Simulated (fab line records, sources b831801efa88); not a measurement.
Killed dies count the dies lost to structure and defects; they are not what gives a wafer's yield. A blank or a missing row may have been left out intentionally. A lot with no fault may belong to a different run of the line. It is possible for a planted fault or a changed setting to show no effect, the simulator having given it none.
A struck lot beside a sound one | flow sfq line | 43 steps out of a route of 325
Sound: the wafers L909.2, L909.5, L909.6. Struck: wafers L912.2, L912.3, L912.6. Last of all comes the cause.
At each step with rows: each side's tool, then ch and its chambers, then its first start. Under that, the readings that differ: sound wafers | struck wafers | difference of the means | sigmas: that difference in standard deviations of wafers without a fault.
alike: readings with means less than 2 such deviations apart, plus words and numbers identical on both sides. not compared: withheld readings, readings lacking a value on some wafer, bounds such as >300 that could conceal the same value, and numbers that have no deviation in the record and whose values overlap.
Wherever a step has rows on one side only, a row that says differs or no value, or a row with sigmas, the two part there. Numbers that have no deviation but don't overlap get no sigmas and don't part them. A reading that every wafer of one side lacks parts them only if that side has two wafers or more.

first, 3 steps without rows for these wafers: SFQ_TRILAYER_JJ_CE_BARC_OPEN_RIE_150 (chemistry O2, target BARC, target depth 240 nm, time 80 s); SFQ_TRILAYER_JJ_CE_ETCH_RIE_118 (chemistry SF6, target Nb, stops on Al2O3, time 97.7 s, target depth 170 nm); SFQ_TRILAYER_JJ_ANODIZE_ANODIZE_119.
SFQ_TRILAYER_JJ_CE_STRIP_STRIP_120: strips in O2.
  sound on rie metal-04 ch 0,1, day 54 05:26; struck on rie metal-02 ch 0,1, day 54 09:05
  alike: drypump motor current A, oes product au
  not compared: rf hours counter h
then, 7 steps without rows for these wafers: SFQ_TRILAYER_JJ_CE_STRIP_SOLV_CLEAN_121 (cleans in NMP, time 600 s); SFQ_TRILAYER_M5_LITHO_COAT_128 (resist thk 62 nm); SFQ_TRILAYER_M5_LITHO_COAT_123 (resist thk 600 nm); SFQ_TRILAYER_M5_LITHO_SOFTBAKE_127; SFQ_TRILAYER_M5_LITHO_EXPOSE_124 (exposes mask M5, target cd 700 nm); SFQ_TRILAYER_M5_LITHO_PEB_126 (peb time 60 s); SFQ_TRILAYER_M5_LITHO_DEVELOP_125 (time 60 s).
SFQ_M5_OVL_MEAS_932:
  sound: overlay-02 at day 54 18:02; struck: overlay-01 at day 55 00:47
  alike: M5_OVL
SFQ_TRILAYER_M5_BARC_OPEN_METAL_ETCH_161: etches BARC in O2, target depth 125 nm, time 41.7 s.
  sound on rie metal-01 ch 0,1, day 54 18:04; struck on rie metal-01 ch 0,1, day 55 00:49
  no value came back on the struck wafers for any of 5 readings (bias w (W), chamber pressure mTorr (mTorr) and others); on the sound wafers bias w (W) reads 79.64 79.96 80.18
  reading                                             | sound             | struck            | difference | sigmas
  model.KrF_of_TRILAYER_M5_LITHO_COAT_123.thk nm (nm) | 519.9 522.5 523.9 | 574.2 574.2 573.5 | +51.9      |
  not compared: rf hours counter h
SFQ_TRILAYER_M5_ETCH_METAL_ETCH_126: etches Nb in Cl2/BCl3, stops on SiO2, time 203.2 s, target depth 265 nm.
  sound on rie metal-01 ch 0,1, day 54 18:07; struck on rie metal-01 ch 0,1, day 55 00:52
  reading                                             | sound             | struck            | difference | sigmas
  oes product au (a.u.)                               | 0.724 0.736 0.732 | 0.380 0.386 0.386 | -0.347     | -56
  model.KrF_of_TRILAYER_M5_LITHO_COAT_123.thk nm (nm) | 367 368.9 373.1   | 422.4 419.5 419.3 | +50.7      |
  alike: bias w, chamber pressure mTorr, drypump motor current A
  not compared: rf hours counter h
SFQ_TRILAYER_M5_STRIP_STRIP_127: strips in O2.
  sound on rie metal-01 ch 0,1, day 54 18:19; struck on rie metal-01 ch 0,1, day 55 01:04
  alike: drypump motor current A, oes product au
  not compared: rf hours counter h
then, 2 steps without rows for these wafers: SFQ_TRILAYER_M5_STRIP_SOLV_CLEAN_128 (cleans in NMP, time 600 s); SFQ_TRILAYER_A5B_DEP_PECVD_129 (deposits SiO2 from SiH4/N2O, time 133.33 s, target thk 600 nm).
SFQ_TRILAYER_A5B_CMP_CMP_130: polishes, stops on Nb, target thk 340.7 nm.
  sound on cmp-02 ch 2,3, day 54 19:41; struck on cmp-01 ch 1,2, day 55 05:18
  alike: motor current A
then, 4 steps without rows for these wafers: SFQ_TRILAYER_A5B_METRO_MEASURE_131; SFQ_TRILAYER_R5_DEP_SPUTTER_132 (material Ti, target thk 5 nm, time 5 s); SFQ_TRILAYER_R5_DEP_SPUTTER_133 (material MoNx, target thk 40 nm, time 66.7 s); SFQ_TRILAYER_R5_DEP_SPUTTER_134 (material Ti, target thk 5 nm, time 5 s).
SFQ_R5_RS_MEAS_933: uses a four-point probe to measure.
  sound: film metro-03 at day 54 23:30; struck: film metro-01 at day 55 09:37
  alike: R5_MONX_RS
SFQ_R5_THK_MEAS_934: measures by xrf.
  sound: film metro-03 at day 54 23:37; struck: film metro-01 at day 55 09:44
  alike: R5_MONX_THK
then, 3 steps without rows for these wafers: SFQ_TRILAYER_R5_LITHO_COAT_141 (resist thk 62 nm); SFQ_TRILAYER_R5_LITHO_COAT_136 (resist thk 600 nm); SFQ_TRILAYER_R5_LITHO_SOFTBAKE_140.
-- the record jumps here: 4 days lie between the struck wafers' starts before and after --
SFQ_TRILAYER_R5_LITHO_EXPOSE_137: exposes mask R5, target cd 500 nm.
  struck on krf scanner-01, day 59 13:16; sound on krf scanner-02 ch 0, day 59 08:13
  no value came back on the struck wafers for exposure dose mJ cm2, focus offset nm (nm), sigma outer; on the sound wafers exposure dose mJ cm2 reads 14.407 14.402 14.393
  alike: mask
then, 2 steps without rows for these wafers: SFQ_TRILAYER_R5_LITHO_PEB_139 (peb time 60 s); SFQ_TRILAYER_R5_LITHO_DEVELOP_138 (time 60 s).
SFQ_R5_OVL_MEAS_935:
  sound: overlay-02 at day 59 09:31; struck: overlay-02 at day 59 14:34
  reading     | sound  | struck | difference                    | sigmas
  R5_OVL (nm) | 10 9 8 | - - -  | no value on the struck wafers |
then, 1 step without rows for these wafers: SFQ_TRILAYER_R5_BARC_OPEN_METAL_ETCH_177 (etches BARC in O2, target depth 125 nm, time 41.7 s).
SFQ_TRILAYER_R5_ETCH_METAL_ETCH_139: etches the open film in Cl2, stops on SiO2, target depth 60 nm, time 40 s.
  sound on rie metal-03 ch 0,1, day 59 09:36; struck on rie metal-02 ch 0,1, day 59 14:40
  alike: bias w, chamber pressure mTorr, drypump motor current A, oes product au
  not compared: rf hours counter h
then, 2 steps without rows for these wafers: SFQ_TRILAYER_R5_STRIP_STRIP_140 (strips in O2); SFQ_TRILAYER_R5_STRIP_SOLV_CLEAN_141 (cleans in NMP, time 600 s).
SFQ_TRILAYER_A5C_DEP_PECVD_142: deposits SiO2 from SiH4/N2O, time 15.556 s, target thk 70 nm.
  sound on pecvd-01 ch 0,2, day 59 10:26; struck on pecvd-01 ch 0,2, day 59 15:29
  alike: heater power w, throttle valve pct
then, 5 steps without rows for these wafers: SFQ_TRILAYER_I5_LITHO_COAT_149 (resist thk 62 nm); SFQ_TRILAYER_I5_LITHO_COAT_144 (resist thk 650 nm); SFQ_TRILAYER_I5_LITHO_SOFTBAKE_148; SFQ_TRILAYER_I5_LITHO_PEB_147 (peb time 60 s); SFQ_TRILAYER_I5_LITHO_DEVELOP_146 (time 60 s).
SFQ_TRILAYER_I5_ETCH_VIA_ETCH_147: etches the open film in CHF3, stops on Nb, target depth 360 nm.
  sound on rie diel-04 ch 2,3, day 61 10:53; struck on rie diel-04 ch 0,3, day 61 14:29
  reading               | sound             | struck            | difference                    | sigmas
  oes product au (a.u.) | 0.991 1.001 0.995 | 0.372 0.373 0.372 | -0.623                        | -93
  model.I5.cd nm (nm)   | 700.9 695.3 700.3 | - - -             | no value on the struck wafers |
  alike: bias w, chamber pressure mTorr, drypump motor current A
-- the record jumps here: 17 days lie between the struck wafers' starts before and after --
SFQ_M8_BOW_MEAS_951:
  sound: film metro-03 at day 77 18:49; struck: film metro-04 at day 78 03:13
  reading                       | sound                | struck | difference | sigmas
  model.etest.r5.comb log10 ohm | 12 12 12             | 0 0 0  | -12        |
  model.etest.m5.comb log10 ohm | 12 12 12             | 0 0 0  | -12        |
  model.etest.jj.g times        | 0.9967 0.9968 0.9994 | 0 0 0  | -1         |
  alike: M8_BOW

WHERE THEY PART
At SFQ_TRILAYER_M5_BARC_OPEN_METAL_ETCH_161 first; at SFQ_TRILAYER_I5_ETCH_VIA_ETCH_147 last (within this record only). Later steps at which nothing parts them and some readings are alike: SFQ_M8_BOW_MEAS_951.

WHY: what the simulator had put in
Beginning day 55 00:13, the whole step at SFQ_TRILAYER_M5_BARC_OPEN_METAL_ETCH_161 was skipped on rie metal-01. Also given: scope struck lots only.
